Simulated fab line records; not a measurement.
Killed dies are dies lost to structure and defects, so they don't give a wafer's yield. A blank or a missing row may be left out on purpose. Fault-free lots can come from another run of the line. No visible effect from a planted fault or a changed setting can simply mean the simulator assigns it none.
What tool caused it? || flow sky130 || 15 lots, 45 wafers sampled, at 5 steps of a route of 708

WHAT THE GAUGES READ, wafer by wafer
SKY_VT_ADJUST_PCH_OVL_MEAS_07. Usual: for VT_ADJUST_PCH_OVL the level is -1.9 nm and the standard deviation is 1.6.
{"lot": "L701", "measured": "day 11 14:35", "on": "overlay-01", "VT_ADJUST_PCH_OVL (nm)": "-4.1 -2.8 -1.3", "flag": ""}
{"lot": "L702", "measured": "day 11 19:53", "on": "overlay-02", "VT_ADJUST_PCH_OVL (nm)": "-2.7 -3.9 -2.7", "flag": ""}
{"lot": "L703", "measured": "day 11 21:26", "on": "overlay-02", "VT_ADJUST_PCH_OVL (nm)": "-3.3 -1.7 -3.0", "flag": ""}
{"lot": "L704", "measured": "day 12 16:08", "on": "overlay-02", "VT_ADJUST_PCH_OVL (nm)": "-4.6 -4.5 -2.9", "flag": ""}
{"lot": "L705", "measured": "day 12 17:08", "on": "overlay-01", "VT_ADJUST_PCH_OVL (nm)": "0.2 -1.8 -0.7", "flag": ""}
{"lot": "L706", "measured": "day 13 09:54", "on": "overlay-01", "VT_ADJUST_PCH_OVL (nm)": "0.0 0.5 -0.5", "flag": ""}
{"lot": "L708", "measured": "day 13 12:04", "on": "overlay-02", "VT_ADJUST_PCH_OVL (nm)": "-1.2 0.7 -1.5", "flag": ""}
{"lot": "L709", "measured": "day 13 23:01", "on": "overlay-01", "VT_ADJUST_PCH_OVL (nm)": "-1.4 -0.5 -0.7", "flag": ""}
{"lot": "L712", "measured": "day 14 18:44", "on": "overlay-02", "VT_ADJUST_PCH_OVL (nm)": "-0.1 0.0 0.1", "flag": ""}
{"lot": "L713", "measured": "day 15 05:43", "on": "overlay-02", "VT_ADJUST_PCH_OVL (nm)": "-5.9 -3.7 -3.3", "flag": ""}
{"lot": "L714", "measured": "day 15 23:03", "on": "overlay-01", "VT_ADJUST_PCH_OVL (nm)": "1.0 -0.6 -0.7", "flag": ""}
{"lot": "L715", "measured": "day 16 06:28", "on": "overlay-02", "VT_ADJUST_PCH_OVL (nm)": "-5.1 -2.6 -3.4", "flag": ""}
{"lot": "L720", "measured": "day 17 14:04", "on": "overlay-01", "VT_ADJUST_PCH_OVL (nm)": "-3.0 -4.1 -2.6", "flag": ""}
{"lot": "L721", "measured": "day 18 02:05", "on": "overlay-02", "VT_ADJUST_PCH_OVL (nm)": "-2.2 -2.1 -2.7", "flag": ""}
{"lot": "L722", "measured": "day 18 11:01", "on": "overlay-02", "VT_ADJUST_PCH_OVL (nm)": "0.9 0.1 1.9", "flag": ""}

SKY_SONOS_ONO_THK_MEAS_05. Usual: for SONOS_ONO_CVD_04_THK the level is 5.67 nm and the standard deviation is 0.11.
{"lot": "L701", "measured": "day 12 22:07", "on": "film_metro-01", "SONOS_ONO_CVD_04_THK (nm)": "5.66 5.58 5.65", "flag": ""}
{"lot": "L702", "measured": "day 13 03:49", "on": "film_metro-01", "SONOS_ONO_CVD_04_THK (nm)": "5.64 5.60 5.69", "flag": ""}
{"lot": "L703", "measured": "day 13 03:49", "on": "film_metro-03", "SONOS_ONO_CVD_04_THK (nm)": "5.65 5.72 5.62", "flag": ""}
{"lot": "L704", "measured": "day 14 04:07", "on": "film_metro-02", "SONOS_ONO_CVD_04_THK (nm)": "5.53 5.73 5.68", "flag": ""}
{"lot": "L705", "measured": "day 14 05:22", "on": "film_metro-01", "SONOS_ONO_CVD_04_THK (nm)": "5.64 5.69 5.78", "flag": ""}
{"lot": "L706", "measured": "day 14 17:47", "on": "film_metro-01", "SONOS_ONO_CVD_04_THK (nm)": "5.70 5.73 5.80", "flag": ""}
{"lot": "L708", "measured": "day 14 21:47", "on": "film_metro-02", "SONOS_ONO_CVD_04_THK (nm)": "5.80 5.62 5.67", "flag": ""}
{"lot": "L709", "measured": "day 15 06:09", "on": "film_metro-01", "SONOS_ONO_CVD_04_THK (nm)": "5.58 5.63 5.68", "flag": ""}
{"lot": "L712", "measured": "day 16 04:58", "on": "film_metro-02", "SONOS_ONO_CVD_04_THK (nm)": "5.50 5.56 5.39", "flag": ""}
{"lot": "L713", "measured": "day 16 16:21", "on": "film_metro-03", "SONOS_ONO_CVD_04_THK (nm)": "5.75 5.75 5.81", "flag": ""}
{"lot": "L714", "measured": "day 17 09:05", "on": "film_metro-01", "SONOS_ONO_CVD_04_THK (nm)": "5.51 5.52 5.50", "flag": ""}
{"lot": "L715", "measured": "day 17 18:03", "on": "film_metro-01", "SONOS_ONO_CVD_04_THK (nm)": "5.56 5.69 5.51", "flag": ""}
{"lot": "L720", "measured": "day 19 03:04", "on": "film_metro-03", "SONOS_ONO_CVD_04_THK (nm)": "5.48 5.51 5.58", "flag": ""}
{"lot": "L721", "measured": "day 19 13:59", "on": "film_metro-03", "SONOS_ONO_CVD_04_THK (nm)": "5.54 5.44 5.56", "flag": ""}
{"lot": "L722", "measured": "day 19 23:38", "on": "film_metro-02", "SONOS_ONO_CVD_04_THK (nm)": "5.80 5.67 5.70", "flag": ""}

SKY_LDD_N_TW_MEAS_17. Usual: for LDD_N_TW the level is 2583 and the standard deviation is 27.
{"lot": "L701", "measured": "day 19 08:56", "on": "film_metro-01", "LDD_N_TW": "2524 2520 2527", "flag": ""}
{"lot": "L702", "measured": "day 19 13:30", "on": "film_metro-02", "LDD_N_TW": "2610 2608 2618", "flag": ""}
{"lot": "L703", "measured": "day 19 14:59", "on": "film_metro-02", "LDD_N_TW": "2599 2610 2603", "flag": ""}
{"lot": "L704", "measured": "day 20 14:39", "on": "film_metro-02", "LDD_N_TW": "2589 2596 2599", "flag": ""}
{"lot": "L705", "measured": "day 20 17:29", "on": "film_metro-03", "LDD_N_TW": "2572 2587 2601", "flag": ""}
{"lot": "L706", "measured": "day 21 07:23", "on": "film_metro-02", "LDD_N_TW": "2604 2603 2603", "flag": ""}
{"lot": "L708", "measured": "day 21 13:47", "on": "film_metro-02", "LDD_N_TW": "2593 2594 2586", "flag": ""}
{"lot": "L709", "measured": "day 22 00:41", "on": "film_metro-03", "LDD_N_TW": "2603 2603 2605", "flag": ""}
{"lot": "L712", "measured": "day 23 14:38", "on": "film_metro-03", "LDD_N_TW": "2440 2464 2457", "flag": "OFF"}
{"lot": "L713", "measured": "day 23 15:18", "on": "film_metro-02", "LDD_N_TW": "2474 2465 2456", "flag": "OFF"}
{"lot": "L714", "measured": "day 24 02:09", "on": "film_metro-03", "LDD_N_TW": "2463 2463 2465", "flag": "OFF"}
{"lot": "L715", "measured": "day 24 13:28", "on": "film_metro-01", "LDD_N_TW": "2559 2554 2556", "flag": ""}
{"lot": "L720", "measured": "day 26 02:13", "on": "film_metro-02", "LDD_N_TW": "2615 2626 2605", "flag": ""}
{"lot": "L721", "measured": "day 26 09:22", "on": "film_metro-01", "LDD_N_TW": "2551 2542 2555", "flag": ""}
{"lot": "L722", "measured": "day 26 19:20", "on": "film_metro-01", "LDD_N_TW": "2551 2554 2558", "flag": ""}

WHICH TOOL RAN EACH LOT (tool, then ch and the chambers of the sampled wafers, then the start)
{"lot": "L701", "SKY_LDD_N_IMPLANT_11": "implanter-01 ch 0, day 19 08:05", "SKY_LDD_N_STRIP_16": "plasma_asher-03 ch 0,1, day 19 08:50"}
{"lot": "L702", "SKY_LDD_N_IMPLANT_11": "implanter-04 ch 0, day 19 12:39", "SKY_LDD_N_STRIP_16": "plasma_asher-01 ch 0,1, day 19 13:24"}
{"lot": "L703", "SKY_LDD_N_IMPLANT_11": "implanter-01 ch 0, day 19 14:08", "SKY_LDD_N_STRIP_16": "plasma_asher-01 ch 0,1, day 19 14:53"}
{"lot": "L704", "SKY_LDD_N_IMPLANT_11": "implanter-01 ch 0, day 20 13:48", "SKY_LDD_N_STRIP_16": "plasma_asher-04 ch 0,1, day 20 14:33"}
{"lot": "L705", "SKY_LDD_N_IMPLANT_11": "implanter-04 ch 0, day 20 16:39", "SKY_LDD_N_STRIP_16": "plasma_asher-04 ch 0,1, day 20 17:22"}
{"lot": "L706", "SKY_LDD_N_IMPLANT_11": "implanter-01 ch 0, day 21 06:34", "SKY_LDD_N_STRIP_16": "plasma_asher-01 ch 0,1, day 21 07:19"}
{"lot": "L708", "SKY_LDD_N_IMPLANT_11": "implanter-01 ch 0, day 21 12:58", "SKY_LDD_N_STRIP_16": "plasma_asher-04 ch 0,1, day 21 13:41"}
{"lot": "L709", "SKY_LDD_N_IMPLANT_11": "implanter-04 ch 0, day 21 23:52", "SKY_LDD_N_STRIP_16": "plasma_asher-04 ch 1, day 22 00:35"}
{"lot": "L712", "SKY_LDD_N_IMPLANT_11": "implanter-01, day 23 13:47", "SKY_LDD_N_STRIP_16": "plasma_asher-04 ch 0,1, day 23 14:32"}
{"lot": "L713", "SKY_LDD_N_IMPLANT_11": "implanter-04, day 23 14:27", "SKY_LDD_N_STRIP_16": "plasma_asher-01 ch 0,1, day 23 15:12"}
{"lot": "L714", "SKY_LDD_N_IMPLANT_11": "implanter-01, day 24 01:20", "SKY_LDD_N_STRIP_16": "plasma_asher-01 ch 0,1, day 24 02:04"}
{"lot": "L715", "SKY_LDD_N_IMPLANT_11": "implanter-01 ch 0, day 24 12:37", "SKY_LDD_N_STRIP_16": "plasma_asher-03 ch 0, day 24 13:21"}
{"lot": "L720", "SKY_LDD_N_IMPLANT_11": "implanter-01 ch 0, day 26 01:22", "SKY_LDD_N_STRIP_16": "plasma_asher-03 ch 0,1, day 26 02:07"}
{"lot": "L721", "SKY_LDD_N_IMPLANT_11": "implanter-01 ch 0, day 26 08:34", "SKY_LDD_N_STRIP_16": "plasma_asher-03 ch 0,1, day 26 09:16"}
{"lot": "L722", "SKY_LDD_N_IMPLANT_11": "implanter-04 ch 0, day 26 18:29", "SKY_LDD_N_STRIP_16": "plasma_asher-03 ch 0,1, day 26 19:14"}
- SKY_LDD_N_IMPLANT_11
- SKY_LDD_N_STRIP_16: strips in O2/N2.

WHAT THE TOOLS THEMSELVES READ (means of the sampled wafers that have a number; where no wafer has one, the mark that the record gives instead)
SKY_LDD_N_IMPLANT_11. Usual: beam_energy_keV 20.000, standard deviation 0.0062; beam_on_s 9.99 s, standard deviation 0.2.
{"lot": "L701", "tool": "implanter-01", "beam_energy_keV": 19.990, "beam_on_s (s)": 10.12, "flag": ""}
{"lot": "L702", "tool": "implanter-04", "beam_energy_keV": 20.000, "beam_on_s (s)": 9.99, "flag": ""}
{"lot": "L703", "tool": "implanter-01", "beam_energy_keV": 20.006, "beam_on_s (s)": 9.79, "flag": ""}
{"lot": "L704", "tool": "implanter-01", "beam_energy_keV": 19.997, "beam_on_s (s)": 10.09, "flag": ""}
{"lot": "L705", "tool": "implanter-04", "beam_energy_keV": 20.003, "beam_on_s (s)": 10.00, "flag": ""}
{"lot": "L706", "tool": "implanter-01", "beam_energy_keV": 19.997, "beam_on_s (s)": 10.02, "flag": ""}
{"lot": "L708", "tool": "implanter-01", "beam_energy_keV": 20.001, "beam_on_s (s)": 10.13, "flag": ""}
{"lot": "L709", "tool": "implanter-04", "beam_energy_keV": 20.005, "beam_on_s (s)": 9.94, "flag": ""}
{"lot": "L712", "tool": "implanter-01", "beam_energy_keV": "-", "beam_on_s (s)": "-", "flag": "OFF"}
{"lot": "L713", "tool": "implanter-04", "beam_energy_keV": "-", "beam_on_s (s)": "-", "flag": "OFF"}
{"lot": "L714", "tool": "implanter-01", "beam_energy_keV": "-", "beam_on_s (s)": "-", "flag": "OFF"}
{"lot": "L715", "tool": "implanter-01", "beam_energy_keV": 19.996, "beam_on_s (s)": 9.81, "flag": ""}
{"lot": "L720", "tool": "implanter-01", "beam_energy_keV": 19.993, "beam_on_s (s)": 9.90, "flag": ""}
{"lot": "L721", "tool": "implanter-01", "beam_energy_keV": 20.005, "beam_on_s (s)": 10.05, "flag": ""}
{"lot": "L722", "tool": "implanter-04", "beam_energy_keV": 20.004, "beam_on_s (s)": 10.08, "flag": ""}

SKY_LDD_N_STRIP_16. Usual: drypump_motor_current_A 6.0 A, standard deviation 0.47; oes_product_au 0.407 a.u., standard deviation 0.0047; strip_time_to_endpoint_s 4.315 s, standard deviation 0.015.
{"lot": "L701", "tool": "plasma_asher-03", "drypump_motor_current_A (A)": 5.7, "oes_product_au (a.u.)": 0.406, "strip_time_to_endpoint_s (s)": 4.324, "flag": ""}
{"lot": "L702", "tool": "plasma_asher-01", "drypump_motor_current_A (A)": 6.4, "oes_product_au (a.u.)": 0.402, "strip_time_to_endpoint_s (s)": 4.314, "flag": ""}
{"lot": "L703", "tool": "plasma_asher-01", "drypump_motor_current_A (A)": 6.4, "oes_product_au (a.u.)": 0.404, "strip_time_to_endpoint_s (s)": 4.316, "flag": ""}
{"lot": "L704", "tool": "plasma_asher-04", "drypump_motor_current_A (A)": 5.6, "oes_product_au (a.u.)": 0.410, "strip_time_to_endpoint_s (s)": 4.338, "flag": ""}
{"lot": "L705", "tool": "plasma_asher-04", "drypump_motor_current_A (A)": 5.6, "oes_product_au (a.u.)": 0.411, "strip_time_to_endpoint_s (s)": 4.342, "flag": ""}
{"lot": "L706", "tool": "plasma_asher-01", "drypump_motor_current_A (A)": 6.5, "oes_product_au (a.u.)": 0.408, "strip_time_to_endpoint_s (s)": 4.316, "flag": ""}
{"lot": "L708", "tool": "plasma_asher-04", "drypump_motor_current_A (A)": 5.5, "oes_product_au (a.u.)": 0.403, "strip_time_to_endpoint_s (s)": 4.305, "flag": ""}
{"lot": "L709", "tool": "plasma_asher-04", "drypump_motor_current_A (A)": 5.6, "oes_product_au (a.u.)": 0.408, "strip_time_to_endpoint_s (s)": 4.335, "flag": ""}
{"lot": "L712", "tool": "plasma_asher-04", "drypump_motor_current_A (A)": 5.5, "oes_product_au (a.u.)": 0.411, "strip_time_to_endpoint_s (s)": 4.141, "flag": "OFF"}
{"lot": "L713", "tool": "plasma_asher-01", "drypump_motor_current_A (A)": 6.5, "oes_product_au (a.u.)": 0.402, "strip_time_to_endpoint_s (s)": 4.131, "flag": "OFF"}
{"lot": "L714", "tool": "plasma_asher-01", "drypump_motor_current_A (A)": 6.4, "oes_product_au (a.u.)": 0.407, "strip_time_to_endpoint_s (s)": 4.137, "flag": "OFF"}
{"lot": "L715", "tool": "plasma_asher-03", "drypump_motor_current_A (A)": 5.3, "oes_product_au (a.u.)": 0.406, "strip_time_to_endpoint_s (s)": 4.313, "flag": ""}
{"lot": "L720", "tool": "plasma_asher-03", "drypump_motor_current_A (A)": 6.0, "oes_product_au (a.u.)": 0.409, "strip_time_to_endpoint_s (s)": 4.312, "flag": ""}
{"lot": "L721", "tool": "plasma_asher-03", "drypump_motor_current_A (A)": 5.7, "oes_product_au (a.u.)": 0.406, "strip_time_to_endpoint_s (s)": 4.333, "flag": ""}
{"lot": "L722", "tool": "plasma_asher-03", "drypump_motor_current_A (A)": 6.0, "oes_product_au (a.u.)": 0.401, "strip_time_to_endpoint_s (s)": 4.309, "flag": ""}

THE ANSWER, worked out from the rows above alone
Rule: take the mean of a lot's wafers that have a number; if it is more than 3 standard deviations from the usual mean, the lot is off. A lot without any number at a reading at which 4 lots or more have one is off too. Any other lot the step has rows for is counted as sound. The gauges are gone through in route order, then the tools' own readings, and for those a lot's mean is taken as printed above. The first step at which some lot is off is used, and at that step the reading that is off furthest; a lot without a number counts as furthest.
Off: at SKY_LDD_N_TW_MEAS_17 (LDD_N_TW), L712, L713, L714.
A tool fits if, at a process step before that reading, it ran every lot that is off, and no sound lot after the first of them. Not tried: the gauges at SKY_LDD_N_TW_MEAS_17; whatever is off there is also off at SKY_LDD_N_IMPLANT_11, on other tools, and gauge error can't account for it. None of those tried fits.

WHAT THE SIMULATOR HAD PUT IN
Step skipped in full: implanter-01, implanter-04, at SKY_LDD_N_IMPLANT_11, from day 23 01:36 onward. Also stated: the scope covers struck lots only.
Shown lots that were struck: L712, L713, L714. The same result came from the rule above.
